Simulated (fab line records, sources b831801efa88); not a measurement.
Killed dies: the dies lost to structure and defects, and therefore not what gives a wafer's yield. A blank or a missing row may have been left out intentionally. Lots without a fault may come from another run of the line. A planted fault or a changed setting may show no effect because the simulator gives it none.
fab line records    flow sky130
record: lots: 11  wafers: 33  last-day: 50
route steps=708 shown METAL4@632 METAL5@661 PASSIVATION@681 PAD_OPEN@708
lots untouched by any fault: they come from a run of this same line in which no faults occurred
start-h: hours from the record's opening day to when the first of the lot's shown wafers began    wait-h: hours elapsed since this lot's preceding step    " as in the row above    L1.1+2: a single row standing in for several wafers    - no value present, or no start provided    * or withheld: withheld    < > ~ a bound
route shown NAME@n: NAME is a module with steps in the file, n the number in the route of the first one    usual: mean/standard deviation of fault-free wafers    same: alike in all rows    chamber/n: place in a boat    sites: the reading at each site    _std_site: standard deviation of those values    _edge_site: inner sites' mean taken away from outer sites' mean    radius-mm: how far each site lies from the wafer's centre    mask NAME#n: copy n    behind: the last tool/chamber to shape the wafer    hold: what put the lot on hold/how long, in hours/how the hold closed    device: the transistor (n, p or np) that didn't switch    end of line: tests run on the same wafers once the route is complete    a step with no rows: only its recipe    killed: not the wafer's yield, but the dies lost to structure and defects at the first sort    map: dies across one wafer; x = killed, . = not, _ = none there
set.NAME: the run value of the setting; set.NAME@STEP: its run value at that earlier step    model.NAME: the simulator's own value behind a step, which no gauge read
a sample of lots followed through the steps of the route, with each step as a table and each wafer as a row
services: from which hour (start-h, from the record's first day; less than 0 if before it) a tool's chamber was out of use, for how many hours, and why
== steps ==
step: SKY_METAL4_ETCH_16
recipe: chemistry: N2/H2  target: BARC  ion-energy-ev: 200  bias-w: 100  pressure-mtorr: 30  n2-flow-sccm: 100  h2-flow-sccm: 200  icp-w: 500  stop-on: SiO2  time-s: 88.2  target-depth-a: 600
usual: drypump-motor-current-A: 5.87/0.25  oes-product-au: 0.626/0.0044  throttle-valve-pct: 13.205/0.009
lot.wafer  tool          chamber  start-h  wait-h  drypump-motor-current-A  oes-product-au  rf-hours-counter-h  throttle-valve-pct
L826.3     rie-metal-02  0        977.38   0.0     5.63                     0.624           -                   13.189
L826.4     "             1        "        "       5.83                     0.634           -                   13.190
L826.6     "             1        "        "       5.82                     0.631           -                   13.201
L828.2     rie-metal-03  1        995.79   0.0     5.99                     0.623           16                  13.211
L828.3     "             0        "        "       6.07                     0.624           -                   13.218
L828.4     "             1        "        "       5.97                     0.629           -                   13.221
L830.2     rie-metal-03  1        1019.60  0.0     5.96                     0.623           18                  13.219
L830.3     "             0        "        "       6.07                     0.623           -                   13.205
L830.5     "             1        "        "       5.96                     0.623           -                   13.208
L831.2     rie-metal-03  1        1023.22  0.0     5.94                     0.625           18                  13.189
L831.3     "             1        "        "       5.97                     0.624           -                   13.199
L831.6     "             1        "        "       5.97                     0.626           -                   13.191
L833.2     rie-metal-03  0        1038.54  0.0     6.05                     0.623           21                  13.199
L833.3     "             0        "        "       6.03                     0.628           -                   13.216
L833.5     "             1        "        "       6.01                     0.626           -                   13.211
L838.4     rie-metal-02  1        1065.93  0.0     5.87                     0.623           -                   13.219
L838.5     "             1        "        "       5.85                     0.623           -                   13.210
L838.6     "             0        "        "       5.67                     0.620           -                   13.201
L839.1     rie-metal-01  0        1072.02  0.0     5.49                     0.623           0                   13.216
L839.2     "             1        "        "       6.17                     0.625           24                  13.229
L839.3     "             0        "        "       5.53                     0.630           -                   13.210
L841.2     rie-metal-01  1        1088.49  0.0     6.19                     0.634           24                  13.215
L841.4     "             1        "        "       6.20                     0.623           -                   13.208
L841.5     "             0        "        "       5.48                     0.626           -                   13.212
L844.1     rie-metal-02  1        1107.80  0.0     5.81                     0.630           25                  13.209
L844.2     "             0        "        "       5.63                     0.633           13                  13.209
L844.5     "             0        "        "       5.67                     0.623           -                   13.213
L845.4     rie-metal-01  1        1108.43  0.0     6.16                     0.621           -                   13.206
L845.5     "             1        "        "       6.17                     0.625           -                   13.202
L845.6     "             0        "        "       5.49                     0.629           -                   13.200
L846.1     rie-metal-02  1        1110.70  0.0     5.86                     0.624           25                  13.213
L846.3     "             1        "        "       5.88                     0.622           -                   13.207
L846.5     "             1        "        "       5.85                     0.628           -                   13.193
step: SKY_METAL5_SPUTTER_00
recipe: material: Ti  target-thk-nm: 15  power-w: 3000  time-s: 10  chamber-pressure-pa: 0.4
usual: throttle-valve-pct: 30.0/0.91
lot.wafer  tool            chamber  start-h  wait-h  throttle-valve-pct
L826.3     pvd-sputter-04  -        1003.35  0.1     31.2
L826.4     "               -        "        "       30.5
L826.6     "               -        "        "       30.9
L828.2     pvd-sputter-04  -        1022.13  0.2     31.0
L828.3     "               -        "        "       31.0
L828.4     "               -        "        "       29.6
L830.2     pvd-sputter-01  -        1045.28  0.2     30.4
L830.3     "               -        "        "       28.7
L830.5     "               -        "        "       30.4
L831.2     pvd-sputter-04  -        1048.15  0.2     29.5
L831.3     "               -        "        "       30.8
L831.6     "               -        "        "       29.6
L833.2     pvd-sputter-01  -        1064.62  0.1     30.9
L833.3     "               -        "        "       28.4
L833.5     "               -        "        "       28.5
L838.4     pvd-sputter-04  -        1090.34  0.3     29.5
L838.5     "               -        "        "       30.9
L838.6     "               -        "        "       30.9
L839.1     pvd-sputter-01  -        1094.80  0.1     30.4
L839.2     "               -        "        "       28.4
L839.3     "               -        "        "       28.4
L841.2     pvd-sputter-03  -        1111.10  0.2     29.5
L841.4     "               -        "        "       30.6
L841.5     "               -        "        "       30.2
L844.1     pvd-sputter-01  -        1131.12  0.1     28.5
L844.2     "               -        "        "       30.2
L844.5     "               -        "        "       31.1
L845.4     pvd-sputter-04  -        1131.47  0.2     29.3
L845.5     "               -        "        "       31.1
L845.6     "               -        "        "       29.3
L846.1     pvd-sputter-03  -        1133.46  0.1     30.0
L846.3     "               -        "        "       29.1
L846.5     "               -        "        "       29.7
step: SKY_METAL5_METAL_ETCH_15
recipe: target-depth-a: 12600  stop-on: SiO2  over-etch-frac: 0.2  time-s: 252  chemistry: Cl2/BCl3  resist-sidewall-deg: 86  pressure-mtorr: 10  icp-w: 900  bias-w: 48.5  Cl2_flow_sccm: 60  bcl3-flow-sccm: 30
usual: drypump-motor-current-A: 5.99/0.22  mfc-cl2-sccm: 60.00/0.15  oes-product-au: 0.894/0.0051  throttle-valve-pct: 22.265/0.0091
same: over-etch-frac: 0.2
lot.wafer  tool          chamber  start-h  wait-h  drypump-motor-current-A  mfc-cl2-sccm  oes-product-au  rf-hours-counter-h  throttle-valve-pct
L826.3     rie-metal-03  1        1025.65  0.1     5.97                     59.88         0.893           -                   22.264
L826.4     "             0        "        "       6.04                     59.76         0.896           -                   22.269
L826.6     "             0        "        "       6.05                     59.97         0.894           -                   22.260
L828.2     rie-metal-01  1        1044.65  0.0     6.16                     59.90         0.888           21                  22.277
L828.3     "             0        "        "       5.48                     59.85         0.894           -                   22.280
L828.4     "             1        "        "       6.17                     59.97         0.904           -                   22.257
L830.2     rie-metal-03  1        1067.42  0.0     5.96                     59.98         0.898           21                  22.255
L830.3     "             1        "        "       5.98                     59.91         0.896           -                   22.264
L830.5     "             1        "        "       5.97                     59.80         0.892           -                   22.264
L831.2     rie-metal-03  0        1070.05  0.0     6.06                     60.21         0.891           24                  22.262
L831.3     "             1        "        "       5.97                     60.00         0.881           -                   22.284
L831.6     "             1        "        "       5.97                     59.84         0.892           -                   22.253
L833.2     rie-metal-01  0        1085.53  0.0     5.47                     60.29         0.890           1                   22.262
L833.3     "             0        "        "       5.48                     59.95         0.879           -                   22.263
L833.5     "             1        "        "       6.16                     59.88         0.898           -                   22.261
L838.4     rie-metal-04  1        1110.27  0.1     6.21                     59.99         0.899           -                   22.268
L838.5     "             0        "        "       5.97                     60.03         0.891           -                   22.265
L838.6     "             1        "        "       6.20                     59.80         0.892           -                   22.261
L839.1     rie-metal-01  1        1115.10  0.0     6.14                     59.82         0.897           26                  22.272
L839.2     "             0        "        "       5.48                     60.29         0.894           3                   22.245
L839.3     "             0        "        "       5.45                     60.10         0.895           -                   22.240
L841.2     rie-metal-04  1        1131.42  0.0     6.20                     59.87         0.891           25                  22.265
L841.4     "             0        "        "       5.96                     59.98         0.902           -                   22.281
L841.5     "             1        "        "       6.23                     60.00         0.900           -                   22.278
L844.1     rie-metal-04  1        1150.37  0.0     6.19                     59.96         0.896           27                  22.254
L844.2     "             0        "        "       5.96                     59.99         0.900           21                  22.257
L844.5     "             0        "        "       5.98                     59.97         0.897           -                   22.260
L845.4     rie-metal-01  1        1150.75  0.1     6.19                     59.81         0.893           -                   22.272
L845.5     "             0        "        "       5.45                     59.86         0.898           -                   22.271
L845.6     "             1        "        "       6.19                     59.85         0.893           -                   22.275
L846.1     rie-metal-04  1        1151.92  0.0     6.19                     60.25         0.905           27                  22.277
L846.3     "             0        "        "       5.98                     59.92         0.898           -                   22.258
L846.5     "             1        "        "       6.19                     59.78         0.900           -                   22.261
step: SKY_PASSIVATION_CVD_00
recipe: material: SiO2  target-thk-nm: 90  temp-c: 400  time-s: withheld  rf-w: 600
usual: heater-power-w: 694/99  susceptor-temp-C: 399.98/0.21
lot.wafer  tool      chamber  start-h  wait-h  heater-power-w  susceptor-temp-C
L826.3     pecvd-04  1        1026.40  0.0     774             399.69
L826.4     "         0        "        "       545             400.07
L826.6     "         2        "        "       637             399.98
L828.2     pecvd-01  1        1045.66  0.0     747             399.78
L828.3     "         2        "        "       652             399.92
L828.4     "         0        "        "       676             399.92
L830.2     pecvd-01  1        1068.25  0.0     656             400.13
L830.3     "         0        "        "       640             400.31
L830.5     "         1        "        "       647             400.39
L831.2     pecvd-01  2        1070.88  0.0     600             399.68
L831.3     "         0        "        "       723             399.73
L831.6     "         0        "        "       734             399.50
L833.2     pecvd-01  1        1086.44  0.0     751             399.86
L833.3     "         0        "        "       706             399.59
L833.5     "         1        "        "       726             400.09
L838.4     pecvd-01  1        1111.03  0.0     623             399.87
L838.5     "         0        "        "       653             399.96
L838.6     "         2        "        "       583             400.18
L839.1     pecvd-04  0        1115.92  0.0     588             399.42
L839.2     "         2        "        "       574             399.80
L839.3     "         1        "        "       653             399.68
L841.2     pecvd-04  0        1132.36  0.0     521             400.06
L841.4     "         2        "        "       649             400.32
L841.5     "         1        "        "       790             399.98
L844.1     pecvd-01  2        1151.20  0.0     679             400.14
L844.2     "         0        "        "       622             399.96
L844.5     "         1        "        "       735             400.20
L845.4     pecvd-02  1        1151.55  0.0     836             400.11
L845.5     "         0        "        "       851             400.08
L845.6     "         2        "        "       626             399.95
L846.1     pecvd-04  2        1152.75  0.0     580             400.12
L846.3     "         1        "        "       753             400.06
L846.5     "         1        "        "       768             399.99
step: SKY_PAD_OPEN_PROBE_99
usual: defect-limited-yield: 82.8/1.9  killed_at_M0_to_M3: 42/6.9  killed_at_M4_up: 3.2/1.7  killed-at-contacts: 23/5.5  killed-at-front-end: 16/4  killed-at-other: 0.4/0.55  killed-dies: 85/9.2  killed-open: 46/6.8  killed-short: 38/6.2  sort_bin_3_pad_short: 0.9/0.4  sort_bin_5_function: 10.2/1.5  sort_bin_6_memory: 6.2/1.1  sort-n-pass: 407/9.2  sort-yield-pct: 82.8/1.9
same: gross-dies: 492  killed-at-back-side: 0  sort_bin_4_leakage[%]: 0  sort_bin_8_speed[%]: 0
lot.wafer  tool       chamber  start-h  wait-h  defect-limited-yield[%]  killed_at_M0_to_M3  killed_at_M4_up  killed-at-contacts  killed-at-front-end  killed-at-other  killed-dies  killed-open  killed-short  sort_bin_3_pad_short[%]  sort_bin_5_function[%]  sort_bin_6_memory[%]  sort-n-pass  sort-yield-pct[%]
L826.3     prober-01  -        1071.91  0.2     78.5                     48                  4                32                  22                   0                106          53           53            0.8                      12.4                    8.3                   386          78.5
L826.4     prober-01  -        1071.96  0.2     80.9                     50                  2                25                  17                   0                94           42           52            1.8                      9.1                     8.1                   398          80.9
L826.6     prober-01  -        1072.06  0.2     81.9                     49                  6                25                  9                    0                89           51           38            1.4                      10.6                    6.1                   403          81.9
L828.2     prober-01  -        1091.01  0.1     83.5                     42                  3                18                  18                   0                81           44           36            0.6                      7.9                     7.9                   411          83.5
L828.3     prober-01  -        1091.06  0.2     82.7                     45                  3                22                  15                   0                85           45           38            0.8                      10.4                    6.1                   407          82.7
L828.4     prober-01  -        1091.11  0.2     84.1                     40                  3                18                  17                   0                78           42           36            1.2                      9.8                     4.9                   414          84.1
L830.2     prober-01  -        1112.23  0.1     82.5                     40                  4                28                  13                   1                86           39           46            0.4                      11.2                    5.9                   406          82.5
L830.3     prober-01  -        1112.28  0.2     84.3                     33                  3                20                  21                   0                77           46           31            0.6                      9.1                     5.9                   415          84.3
L830.5     prober-01  -        1112.38  0.2     81.5                     39                  7                27                  17                   1                91           47           43            1.4                      8.9                     8.1                   401          81.5
L831.2     prober-02  -        1113.23  0.1     71.1                     42                  67               15                  17                   1                142          39           36            5.3                      17.3                    6.3                   350          71.1
L831.3     prober-02  -        1113.28  0.2     68.7                     39                  72               25                  18                   0                154          34           49            3.9                      20.5                    6.9                   338          68.7
L831.6     prober-02  -        1113.43  0.2     73.0                     27                  64               22                  19                   1                133          45           26            5.9                      15.2                    5.9                   359          73.0
L833.2     prober-01  -        1129.22  0.1     77.2                     47                  35               19                  11                   0                112          44           34            3.3                      13.0                    6.5                   380          77.2
L833.3     prober-01  -        1129.27  0.2     77.0                     36                  40               20                  17                   0                113          34           43            3.3                      13.0                    6.7                   379          77.0
L833.5     prober-01  -        1129.37  0.2     74.6                     30                  72               11                  11                   1                125          38           16            4.3                      15.7                    5.5                   367          74.6
L838.4     prober-01  -        1152.51  0.2     84.3                     36                  5                18                  18                   0                77           41           36            0.8                      8.3                     6.5                   415          84.3
L838.5     prober-01  -        1152.56  0.2     85.4                     27                  2                28                  14                   1                72           38           33            1.2                      8.1                     5.3                   420          85.4
L838.6     prober-01  -        1152.61  0.2     81.9                     46                  6                27                  10                   0                89           52           37            0.2                      12.2                    5.7                   403          81.9
L839.1     prober-02  -        1156.03  0.1     82.7                     45                  2                20                  17                   1                85           46           39            1.2                      9.6                     6.5                   407          82.7
L839.2     prober-02  -        1156.08  0.1     77.0                     55                  3                36                  19                   0                113          55           58            1.4                      11.8                    9.8                   379          77.0
L839.3     prober-02  -        1156.13  0.2     82.1                     45                  3                21                  19                   0                88           41           45            1.2                      11.0                    5.7                   404          82.1
L841.2     prober-02  -        1171.16  0.1     83.7                     42                  7                22                  8                    1                80           44           34            0                        9.6                     6.7                   412          83.7
L841.4     prober-02  -        1171.26  0.2     80.9                     43                  5                27                  19                   0                94           54           39            1.0                      10.8                    7.3                   398          80.9
L841.5     prober-02  -        1171.31  0.2     81.7                     46                  2                27                  15                   0                90           54           35            0.8                      12.2                    5.3                   402          81.7
L844.1     prober-01  -        1187.13  0.1     81.7                     39                  2                34                  15                   0                90           45           45            0.4                      11.0                    6.9                   402          81.7
L844.2     prober-01  -        1187.18  0.1     83.7                     47                  5                14                  14                   0                80           35           45            1.2                      10.2                    4.9                   412          83.7
L844.5     prober-01  -        1187.33  0.2     80.7                     59                  4                16                  16                   0                95           59           36            0.8                      10.8                    7.7                   397          80.7
L845.4     prober-02  -        1188.78  0.2     82.9                     43                  1                23                  16                   1                84           41           41            0.6                      10.2                    6.3                   408          82.9
L845.5     prober-02  -        1188.83  0.2     83.7                     41                  2                23                  14                   0                80           42           37            0.4                      11.2                    4.7                   412          83.7
L845.6     prober-02  -        1188.88  0.2     81.3                     57                  6                17                  12                   0                92           48           44            0.4                      11.4                    6.9                   400          81.3
L846.1     prober-01  -        1190.13  0.1     86.0                     37                  4                19                  9                    0                69           42           27            1.2                      8.3                     4.5                   423          86.0
L846.3     prober-01  -        1190.23  0.2     82.5                     43                  1                22                  20                   0                86           43           43            1.0                      10.8                    5.7                   406          82.5
L846.5     prober-01  -        1190.33  0.2     82.5                     45                  6                18                  16                   1                86           54           31            1.2                      10.0                    6.3                   406          82.5
killed by level:class
L826.3 VIA1:geometric-particle:short=12 LI_CONTACT:geometric-particle:open=11 CONTACT:geometric-particle:open=10 VIA1:geometric-particle:open=9 FIELD_ISO:geometric-particle:short=8 VIA3:geometric-particle:open=7 VIA2:geometric-particle:open=6 POLY_GATE:geometric-particle:short=5
L826.4 VIA1:geometric-particle:open=12 METAL1:geometric-particle:short=9 METAL2:geometric-particle:short=8 LOCAL_INTERCONNECT:geometric-particle:short=6 VIA2:geometric-particle:open=6 POLY_GATE:geometric-particle:short=5 LI_CONTACT:geometric-particle:short=5 CONTACT:geometric-particle:short=5
L826.6 VIA1:geometric-particle:open=13 VIA2:geometric-particle:open=11 CONTACT:geometric-particle:open=9 CONTACT:geometric-particle:short=5 LI_CONTACT:geometric-particle:open=4 VIA1:geometric-particle:short=4 LOCAL_INTERCONNECT:geometric-particle:short=4 METAL4:geometric-particle:short=4
L828.2 CONTACT:geometric-particle:open=10 VIA1:geometric-particle:open=7 VIA2:geometric-particle:open=7 VIA3:geometric-particle:open=7 METAL2:geometric-particle:short=5 FIELD_ISO:geometric-particle:short=4 POLY_GATE:geometric-particle:short=4 METAL1:geometric-particle:short=4
L828.3 CONTACT:geometric-particle:open=8 VIA2:geometric-particle:open=8 LI_CONTACT:geometric-particle:open=6 VIA1:geometric-particle:short=6 VIA1:geometric-particle:open=6 VIA3:geometric-particle:open=6 CONTACT:geometric-particle:short=5 FIELD_ISO:geometric-particle:open=4
L828.4 VIA1:geometric-particle:open=11 VIA1:geometric-particle:short=7 FIELD_ISO:geometric-particle:short=6 CONTACT:geometric-particle:open=6 LI_CONTACT:geometric-particle:open=5 VIA2:geometric-particle:open=5 METAL2:geometric-particle:short=5 POLY_GATE:geometric-particle:open=4
L830.2 LI_CONTACT:geometric-particle:open=10 CONTACT:geometric-particle:short=9 CONTACT:geometric-particle:open=8 VIA2:geometric-particle:short=7 METAL1:geometric-particle:short=6 VIA2:geometric-particle:open=6 POLY_GATE:geometric-particle:short=5 VIA1:geometric-particle:short=5
L830.3 VIA1:geometric-particle:open=10 LI_CONTACT:geometric-particle:open=9 CONTACT:geometric-particle:open=7 POLY_GATE:geometric-particle:short=6 METAL2:geometric-particle:short=6 POLY_GATE:geometric-particle:open=5 VIA2:geometric-particle:open=5 FIELD_ISO:geometric-particle:short=4
L830.5 LI_CONTACT:geometric-particle:open=7 VIA3:geometric-particle:open=7 METAL1:geometric-particle:short=6 CONTACT:geometric-particle:open=6 VIA1:geometric-particle:open=6 METAL2:geometric-particle:short=6 FIELD_ISO:geometric-particle:open=5 LI_CONTACT:geometric-particle:short=5
L831.2 METAL4:unspecified=66 VIA2:geometric-particle:open=10 CONTACT:geometric-particle:open=7 VIA1:geometric-particle:open=7 METAL1:geometric-particle:short=7 FIELD_ISO:geometric-particle:short=6 VIA1:geometric-particle:short=5 FIELD_ISO:geometric-particle:open=4
L831.3 METAL4:unspecified=70 METAL1:geometric-particle:short=8 POLY_GATE:geometric-particle:short=7 LOCAL_INTERCONNECT:geometric-particle:short=6 CONTACT:geometric-particle:open=6 CONTACT:geometric-particle:short=6 VIA2:geometric-particle:open=6 VIA1:geometric-particle:open=6
L831.6 METAL4:unspecified=62 CONTACT:geometric-particle:open=13 FIELD_ISO:geometric-particle:short=6 LI_CONTACT:geometric-particle:open=5 VIA3:geometric-particle:open=5 FIELD_ISO:geometric-particle:open=4 POLY_GATE:geometric-particle:short=4 VIA1:geometric-particle:open=4
L833.2 METAL4:unspecified=34 VIA2:geometric-particle:open=10 VIA1:geometric-particle:open=9 CONTACT:geometric-particle:open=8 METAL1:geometric-particle:short=7 VIA2:geometric-particle:short=6 CONTACT:geometric-particle:short=5 VIA3:geometric-particle:open=4
L833.3 METAL4:unspecified=36 VIA2:geometric-particle:open=7 POLY_GATE:geometric-particle:short=6 CONTACT:geometric-particle:open=5 VIA1:geometric-particle:open=5 POLY_GATE:geometric-particle:open=4 LOCAL_INTERCONNECT:geometric-particle:short=4 VIA2:geometric-particle:short=4
L833.5 METAL4:unspecified=71 VIA1:geometric-particle:open=8 VIA3:geometric-particle:open=8 LI_CONTACT:geometric-particle:open=5 CONTACT:geometric-particle:open=5 VIA2:geometric-particle:open=5 POLY_GATE:geometric-particle:short=3 POLY_GATE:geometric-particle:open=3
L838.4 VIA3:geometric-particle:open=12 VIA1:geometric-particle:open=7 POLY_GATE:geometric-particle:short=6 POLY_GATE:geometric-particle:open=5 CONTACT:geometric-particle:open=5 VIA2:geometric-particle:open=5 CONTACT:geometric-particle:short=4 METAL4:geometric-particle:short=4
L838.5 LI_CONTACT:geometric-particle:open=10 VIA3:geometric-particle:open=7 CONTACT:geometric-particle:open=6 VIA1:geometric-particle:short=5 FIELD_ISO:geometric-particle:short=4 LOCAL_INTERCONNECT:geometric-particle:short=4 CONTACT:geometric-particle:short=4 FIELD_ISO:geometric-particle:open=3
L838.6 VIA1:geometric-particle:open=11 CONTACT:geometric-particle:open=8 VIA2:geometric-particle:open=7 VIA3:geometric-particle:open=7 CONTACT:geometric-particle:short=6 LI_CONTACT:geometric-particle:open=5 METAL2:geometric-particle:short=5 VIA3:geometric-particle:short=5
L839.1 VIA1:geometric-particle:open=9 CONTACT:geometric-particle:open=9 VIA3:geometric-particle:open=8 VIA2:geometric-particle:open=7 FIELD_ISO:geometric-particle:open=6 METAL1:geometric-particle:short=6 FIELD_ISO:geometric-particle:short=5 LOCAL_INTERCONNECT:geometric-particle:short=5
L839.2 CONTACT:geometric-particle:open=16 VIA1:geometric-particle:open=11 VIA1:geometric-particle:short=11 FIELD_ISO:geometric-particle:short=8 CONTACT:geometric-particle:short=7 VIA2:geometric-particle:open=7 LOCAL_INTERCONNECT:geometric-particle:short=6 VIA2:geometric-particle:short=5
L839.3 METAL1:geometric-particle:short=15 LI_CONTACT:geometric-particle:open=9 VIA1:geometric-particle:open=8 VIA3:geometric-particle:open=6 FIELD_ISO:geometric-particle:short=5 POLY_GATE:geometric-particle:short=4 POLY_GATE:geometric-particle:open=4 METAL2:geometric-particle:short=4
L841.2 VIA1:geometric-particle:open=14 LI_CONTACT:geometric-particle:open=7 CONTACT:geometric-particle:open=7 VIA2:geometric-particle:open=6 VIA1:geometric-particle:short=5 CONTACT:geometric-particle:short=4 METAL2:geometric-particle:short=4 VIA3:geometric-particle:open=4
L841.4 VIA1:geometric-particle:open=13 CONTACT:geometric-particle:open=10 VIA2:geometric-particle:open=8 LI_CONTACT:geometric-particle:open=6 FIELD_ISO:geometric-particle:open=5 POLY_GATE:geometric-particle:short=5 CONTACT:geometric-particle:short=5 FIELD_ISO:geometric-particle:short=4
L841.5 VIA1:geometric-particle:open=12 VIA3:geometric-particle:open=11 LI_CONTACT:geometric-particle:open=11 LOCAL_INTERCONNECT:geometric-particle:short=5 CONTACT:geometric-particle:open=5 VIA1:geometric-particle:short=5 FIELD_ISO:geometric-particle:short=4 LI_CONTACT:geometric-particle:short=4
L844.1 LI_CONTACT:geometric-particle:open=12 VIA3:geometric-particle:open=7 LOCAL_INTERCONNECT:geometric-particle:short=7 CONTACT:geometric-particle:open=7 METAL1:geometric-particle:short=7 VIA1:geometric-particle:open=7 FIELD_ISO:geometric-particle:short=6 CONTACT:geometric-particle:short=5
L844.2 METAL1:geometric-particle:short=9 VIA2:geometric-particle:open=8 FIELD_ISO:geometric-particle:open=6 VIA1:geometric-particle:open=6 CONTACT:geometric-particle:short=5 VIA3:geometric-particle:open=5 FIELD_ISO:geometric-particle:short=4 VIA1:geometric-particle:short=4
L844.5 VIA1:geometric-particle:open=15 VIA2:geometric-particle:open=10 VIA3:geometric-particle:open=9 VIA1:geometric-particle:short=7 METAL2:geometric-particle:short=7 CONTACT:geometric-particle:open=6 LI_CONTACT:geometric-particle:open=5 FIELD_ISO:geometric-particle:open=4
L845.4 VIA1:geometric-particle:open=14 METAL2:geometric-particle:short=8 METAL1:geometric-particle:short=6 CONTACT:geometric-particle:open=5 LI_CONTACT:geometric-particle:open=5 LOCAL_INTERCONNECT:geometric-particle:short=5 VIA3:geometric-particle:open=5 FIELD_ISO:geometric-particle:short=3
L845.5 VIA1:geometric-particle:open=10 FIELD_ISO:geometric-particle:short=7 CONTACT:geometric-particle:open=7 LI_CONTACT:geometric-particle:open=6 LOCAL_INTERCONNECT:geometric-particle:short=5 METAL2:geometric-particle:short=5 VIA2:geometric-particle:open=5 VIA3:geometric-particle:short=5
L845.6 VIA3:geometric-particle:open=11 METAL2:geometric-particle:short=9 VIA1:geometric-particle:open=9 LI_CONTACT:geometric-particle:open=8 VIA2:geometric-particle:short=6 VIA2:geometric-particle:open=6 METAL1:geometric-particle:short=5 METAL4:geometric-particle:short=5
L846.1 VIA1:geometric-particle:open=14 CONTACT:geometric-particle:open=6 LOCAL_INTERCONNECT:geometric-particle:short=5 CONTACT:geometric-particle:short=4 METAL1:geometric-particle:short=4 METAL2:geometric-particle:short=4 FIELD_ISO:geometric-particle:open=3 VIA2:geometric-particle:open=3
L846.3 VIA1:geometric-particle:open=15 VIA1:geometric-particle:short=7 METAL2:geometric-particle:short=7 POLY_GATE:geometric-particle:short=6 LI_CONTACT:geometric-particle:open=6 CONTACT:geometric-particle:open=5 FIELD_ISO:geometric-particle:open=4 POLY_GATE:geometric-particle:open=4
L846.5 VIA1:geometric-particle:open=14 VIA2:geometric-particle:open=8 CONTACT:geometric-particle:open=7 LI_CONTACT:geometric-particle:open=6 METAL1:geometric-particle:short=6 VIA3:geometric-particle:open=5 VIA3:geometric-particle:short=4 FIELD_ISO:geometric-particle:open=3
== services ==
tool            chamber  start-h  hours  kind
rie-metal-03    -        972.78   0.2    repair
rie-metal-04    -        984.47   2.4    repair
rie-metal-03    0        1005.12  3.6    repair
rie-metal-02    -        1005.52  2.8    pm
rie-metal-04    -        1007.18  0.6    repair
rie-metal-01    0        1047.41  -      clean
rie-metal-01    0        1047.41  21.0   scheduled-down
rie-metal-01    0        1047.41  21.0   vent-cycle
rie-metal-04    0        1072.52  5.4    repair
rie-metal-01    -        1073.72  1.0    repair
rie-metal-04    1        1076.19  1.2    repair
pvd-sputter-03  -        1080.65  13.4   repair
pvd-sputter-03  -        1086.78  0.9    repair
rie-metal-01    -        1101.72  0.8    repair
rie-metal-03    0        1106.89  -      clean
rie-metal-03    0        1106.89  14.1   scheduled-down
rie-metal-03    0        1106.89  14.1   vent-cycle
rie-metal-01    1        1124.14  -      clean
rie-metal-01    1        1124.14  -      consumable-replace:focus-ring
rie-metal-01    1        1124.14  14.6   scheduled-down
rie-metal-01    1        1124.14  14.6   vent-cycle
pecvd-04        -        1124.45  2.8    pm
rie-metal-01    -        1144.55  1.4    pm
pvd-sputter-01  -        1146.81  3.7    repair
== key ==
first-sign: step: SKY_PAD_OPEN_PROBE_99  reading: killed_at_M4_up  direction: up  sigmas: 32  usual: 3.2  struck: 58.3
effect: step: SKY_PAD_OPEN_PROBE_99  reading: sort_bin_3_pad_short  direction: up  sigmas: 8.7  usual: 0.9  struck: 4.3
met-at SKY_METAL4_ETCH_16
struck-lots L831,L833
not-acting-at SKY_METAL5_SPUTTER_00,SKY_METAL5_METAL_ETCH_15,SKY_PASSIVATION_CVD_00
onset-between 1019.60 1023.22
fault: kind: chamber-particle-source  tool: rie-metal-03  chamber: -  onset-h: 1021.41  steps: SKY_METAL4_ETCH_16  rate-per-visit-cm2: 1.8236  end-h: 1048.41
